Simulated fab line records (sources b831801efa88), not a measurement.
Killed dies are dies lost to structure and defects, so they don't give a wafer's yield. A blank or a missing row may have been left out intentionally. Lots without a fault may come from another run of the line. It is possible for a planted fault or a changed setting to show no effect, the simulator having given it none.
Which tool is to blame? :: flow sky130 :: 12 lots with 36 wafers sampled at 5 steps, on a route of 708 steps

== WHAT THE GAUGES SHOWED, per wafer ==
SKY_VIA1_THK_MEAS_23: measures by xrf. Usual: VIA1_W_THK typically reads 278 nm, with standard deviation 4.5.
lot: L231
measured: day 34 01:44
on: filmMetro-04
VIA1_W_THK (nm): 291 284 285
flag: 

lot: L232
measured: day 34 07:53
on: filmMetro-04
VIA1_W_THK (nm): 277 272 275
flag: 

lot: L234
measured: day 35 02:10
on: filmMetro-02
VIA1_W_THK (nm): 283 288 277
flag: 

lot: L235
measured: day 35 17:43
on: filmMetro-02
VIA1_W_THK (nm): 279 280 281
flag: 

lot: L236
measured: day 36 00:22
on: filmMetro-03
VIA1_W_THK (nm): 274 273 273
flag: 

lot: L238
measured: day 36 06:23
on: filmMetro-04
VIA1_W_THK (nm): 275 277 275
flag: 

lot: L242
measured: day 37 19:19
on: filmMetro-03
VIA1_W_THK (nm): 280 279 280
flag: 

lot: L243
measured: day 38 04:08
on: filmMetro-02
VIA1_W_THK (nm): 266 270 268
flag: 

lot: L245
measured: day 38 10:59
on: filmMetro-02
VIA1_W_THK (nm): 277 280 279
flag: 

lot: L248
measured: day 39 02:49
on: filmMetro-02
VIA1_W_THK (nm): 288 280 284
flag: 

lot: L250
measured: day 39 23:25
on: filmMetro-03
VIA1_W_THK (nm): 275 277 277
flag: 

lot: L254
measured: day 40 23:05
on: filmMetro-04
VIA1_W_THK (nm): 280 282 282
flag: 

SKY_PASSIVATION_THK_MEAS_03. Usual: PASSIVATION_CVD_02_THK typically reads 542 nm, with standard deviation 7.7.
lot: L231
measured: day 43 22:29
on: filmMetro-02
PASSIVATION_CVD_02_THK (nm): 542 542 527
flag: 

lot: L232
measured: day 44 02:57
on: filmMetro-04
PASSIVATION_CVD_02_THK (nm): 539 546 550
flag: 

lot: L234
measured: day 44 18:35
on: filmMetro-02
PASSIVATION_CVD_02_THK (nm): 533 548 527
flag: 

lot: L235
measured: day 45 07:03
on: filmMetro-02
PASSIVATION_CVD_02_THK (nm): 533 527 546
flag: 

lot: L236
measured: day 45 12:46
on: filmMetro-03
PASSIVATION_CVD_02_THK (nm): 535 534 550
flag: 

lot: L238
measured: day 45 17:52
on: filmMetro-03
PASSIVATION_CVD_02_THK (nm): 530 540 551
flag: 

lot: L242
measured: day 47 00:01
on: filmMetro-02
PASSIVATION_CVD_02_THK (nm): 598 612 605
flag: OFF

lot: L243
measured: day 47 07:32
on: filmMetro-02
PASSIVATION_CVD_02_THK (nm): 596 600 602
flag: OFF

lot: L245
measured: day 47 12:10
on: filmMetro-04
PASSIVATION_CVD_02_THK (nm): 534 534 541
flag: 

lot: L248
measured: day 48 01:35
on: filmMetro-02
PASSIVATION_CVD_02_THK (nm): 534 554 538
flag: 

lot: L250
measured: day 48 15:17
on: filmMetro-04
PASSIVATION_CVD_02_THK (nm): 545 552 548
flag: 

lot: L254
measured: day 49 09:58
on: filmMetro-04
PASSIVATION_CVD_02_THK (nm): 535 537 542
flag: 

== TOOL THAT RAN EACH LOT (tool first, then ch and the chambers of the sampled wafers, then the start) ==
lot: L231
SKY_VIA1_SPUTTER_20: pvdSputter-03, day 34 01:27
SKY_VIA2_SPUTTER_20: pvdSputter-02, day 36 09:36
SKY_PASSIVATION_CVD_02: pecvd-04 ch 0,1,2, day 43 22:16

lot: L232
SKY_VIA1_SPUTTER_20: pvdSputter-03, day 34 07:37
SKY_VIA2_SPUTTER_20: pvdSputter-04, day 36 15:27
SKY_PASSIVATION_CVD_02: pecvd-01 ch 0,1, day 44 02:44

lot: L234
SKY_VIA1_SPUTTER_20: pvdSputter-03, day 35 01:53
SKY_VIA2_SPUTTER_20: pvdSputter-01, day 37 09:11
SKY_PASSIVATION_CVD_02: pecvd-04 ch 0,2, day 44 18:12

lot: L235
SKY_VIA1_SPUTTER_20: pvdSputter-02, day 35 17:26
SKY_VIA2_SPUTTER_20: pvdSputter-01, day 38 00:14
SKY_PASSIVATION_CVD_02: pecvd-03 ch 0,1, day 45 06:49

lot: L236
SKY_VIA1_SPUTTER_20: pvdSputter-03, day 36 00:04
SKY_VIA2_SPUTTER_20: pvdSputter-04, day 38 06:02
SKY_PASSIVATION_CVD_02: pecvd-03 ch 1,2, day 45 12:32

lot: L238
SKY_VIA1_SPUTTER_20: pvdSputter-03, day 36 06:06
SKY_VIA2_SPUTTER_20: pvdSputter-02, day 38 12:49
SKY_PASSIVATION_CVD_02: pecvd-01 ch 0,1, day 45 17:31

lot: L242
SKY_VIA1_SPUTTER_20: pvdSputter-02, day 37 19:02
SKY_VIA2_SPUTTER_20: pvdSputter-02, day 39 23:54
SKY_PASSIVATION_CVD_02: pecvd-01 ch 0,1, day 46 23:48

lot: L243
SKY_VIA1_SPUTTER_20: pvdSputter-03, day 38 03:51
SKY_VIA2_SPUTTER_20: pvdSputter-04, day 40 09:05
SKY_PASSIVATION_CVD_02: pecvd-01 ch 0,1, day 47 07:18

lot: L245
SKY_VIA1_SPUTTER_20: pvdSputter-03, day 38 10:43
SKY_VIA2_SPUTTER_20: pvdSputter-04, day 40 14:59
SKY_PASSIVATION_CVD_02: pecvd-04 ch 1, day 47 11:50

lot: L248
SKY_VIA1_SPUTTER_20: pvdSputter-02, day 39 02:31
SKY_VIA2_SPUTTER_20: pvdSputter-02, day 41 06:23
SKY_PASSIVATION_CVD_02: pecvd-03 ch 0,1,2, day 48 01:21

lot: L250
SKY_VIA1_SPUTTER_20: pvdSputter-02, day 39 23:07
SKY_VIA2_SPUTTER_20: pvdSputter-04, day 42 02:11
SKY_PASSIVATION_CVD_02: pecvd-03 ch 0,1, day 48 15:02

lot: L254
SKY_VIA1_SPUTTER_20: pvdSputter-02, day 40 22:48
SKY_VIA2_SPUTTER_20: pvdSputter-02, day 43 00:31
SKY_PASSIVATION_CVD_02: pecvd-04 ch 1,2, day 49 09:37
- SKY_VIA1_SPUTTER_20: material TiN, target thk 20 nm, time 80 s.
- SKY_VIA2_SPUTTER_20: material TiN, target thk 20 nm, time 80 s.
- SKY_PASSIVATION_CVD_02: deposits Si3N4, target thk 540 nm.

== AS READ BY THE TOOLS THEMSELVES (means over the sampled wafers that have a number; for cases with no such wafer, the mark the record gives instead) ==
SKY_VIA1_SPUTTER_20. Usual: 29.8 % for throttleValvePct, sd 0.69.
lot: L231
tool: pvdSputter-03
throttleValvePct (%): 30.0
flag: 

lot: L232
tool: pvdSputter-03
throttleValvePct (%): 30.0
flag: 

lot: L234
tool: pvdSputter-03
throttleValvePct (%): 29.8
flag: 

lot: L235
tool: pvdSputter-02
throttleValvePct (%): 29.7
flag: 

lot: L236
tool: pvdSputter-03
throttleValvePct (%): 30.1
flag: 

lot: L238
tool: pvdSputter-03
throttleValvePct (%): 29.9
flag: 

lot: L242
tool: pvdSputter-02
throttleValvePct (%): 29.2
flag: 

lot: L243
tool: pvdSputter-03
throttleValvePct (%): 29.9
flag: 

lot: L245
tool: pvdSputter-03
throttleValvePct (%): 29.6
flag: 

lot: L248
tool: pvdSputter-02
throttleValvePct (%): 29.3
flag: 

lot: L250
tool: pvdSputter-02
throttleValvePct (%): 29.0
flag: 

lot: L254
tool: pvdSputter-02
throttleValvePct (%): 29.2
flag: 

SKY_VIA2_SPUTTER_20. Usual: 29.9 % for throttleValvePct, sd 0.95.
lot: L231
tool: pvdSputter-02
throttleValvePct (%): 29.2
flag: 

lot: L232
tool: pvdSputter-04
throttleValvePct (%): 31.2
flag: 

lot: L234
tool: pvdSputter-01
throttleValvePct (%): 30.0
flag: 

lot: L235
tool: pvdSputter-01
throttleValvePct (%): 28.8
flag: 

lot: L236
tool: pvdSputter-04
throttleValvePct (%): 30.6
flag: 

lot: L238
tool: pvdSputter-02
throttleValvePct (%): 29.3
flag: 

lot: L242
tool: pvdSputter-02
throttleValvePct (%): 29.3
flag: 

lot: L243
tool: pvdSputter-04
throttleValvePct (%): 30.7
flag: 

lot: L245
tool: pvdSputter-04
throttleValvePct (%): 30.8
flag: 

lot: L248
tool: pvdSputter-02
throttleValvePct (%): 29.5
flag: 

lot: L250
tool: pvdSputter-04
throttleValvePct (%): 31.2
flag: 

lot: L254
tool: pvdSputter-02
throttleValvePct (%): 29.3
flag: 

SKY_PASSIVATION_CVD_02. Usual: heaterPowerW 657 W, standard deviation 89; rfFwdPowerW 449.3 W, standard deviation 1.4.
lot: L231
tool: pecvd-04
heaterPowerW (W): 681
rfFwdPowerW (W): 449.2
flag: 

lot: L232
tool: pecvd-01
heaterPowerW (W): 657
rfFwdPowerW (W): 448.3
flag: 

lot: L234
tool: pecvd-04
heaterPowerW (W): 715
rfFwdPowerW (W): 448.4
flag: 

lot: L235
tool: pecvd-03
heaterPowerW (W): 586
rfFwdPowerW (W): 450.1
flag: 

lot: L236
tool: pecvd-03
heaterPowerW (W): 619
rfFwdPowerW (W): 449.0
flag: 

lot: L238
tool: pecvd-01
heaterPowerW (W): 619
rfFwdPowerW (W): 449.4
flag: 

lot: L242
tool: pecvd-01
heaterPowerW (W): 601
rfFwdPowerW (W): 629.0
flag: OFF

lot: L243
tool: pecvd-01
heaterPowerW (W): 490
rfFwdPowerW (W): 629.4
flag: OFF

lot: L245
tool: pecvd-04
heaterPowerW (W): 552
rfFwdPowerW (W): 449.7
flag: 

lot: L248
tool: pecvd-03
heaterPowerW (W): 684
rfFwdPowerW (W): 448.8
flag: 

lot: L250
tool: pecvd-03
heaterPowerW (W): 655
rfFwdPowerW (W): 449.0
flag: 

lot: L254
tool: pecvd-04
heaterPowerW (W): 660
rfFwdPowerW (W): 449.8
flag: 

== THE ANSWER, worked out from the rows above alone ==
Rule: take the mean of a lot's wafers that have a number; if it is more than 3 standard deviations from the usual mean, the lot is off. A lot without any number at a reading at which 4 lots or more have one is off too. Any other lot the step has rows for is counted as sound. After the gauges, taken in route order, come the tools' own readings; for these a lot's mean is taken, as printed above. The first step at which some lot is off is used, and at that step the reading that is off furthest; a lot without a number counts as furthest.
Off: L242, L243, seen at SKY_PASSIVATION_THK_MEAS_03 (PASSIVATION_CVD_02_THK).
If a tool, at a process step before that reading, ran all the lots that are off and no sound lot after the first of them, it fits. Not tried: the gauges at SKY_PASSIVATION_THK_MEAS_03; whatever is off there is also off at SKY_PASSIVATION_CVD_02, on other tools, and gauge error can't account for it. One candidate fits, namely pecvd-01 at SKY_PASSIVATION_CVD_02. A fault onset in the window from L238 (day 45 17:31, its last sound lot) to L242 (day 46 23:48, its first lot off) fits.
On the lots that are off, the tool's own readings at SKY_PASSIVATION_CVD_02 differ by more than 5 times the standard deviation of the sound lots' means, which bears it out; rfFwdPowerW reads 629.2 W there versus 449.2 W on the sound lots.

== WHAT WAS PUT IN BY THE SIMULATOR ==
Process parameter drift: pecvd-01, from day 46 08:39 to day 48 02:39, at SKY_PASSIVATION_CVD_02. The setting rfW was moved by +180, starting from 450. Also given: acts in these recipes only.
Lots struck among those shown: L242, L243. The rule given above showed the same thing.
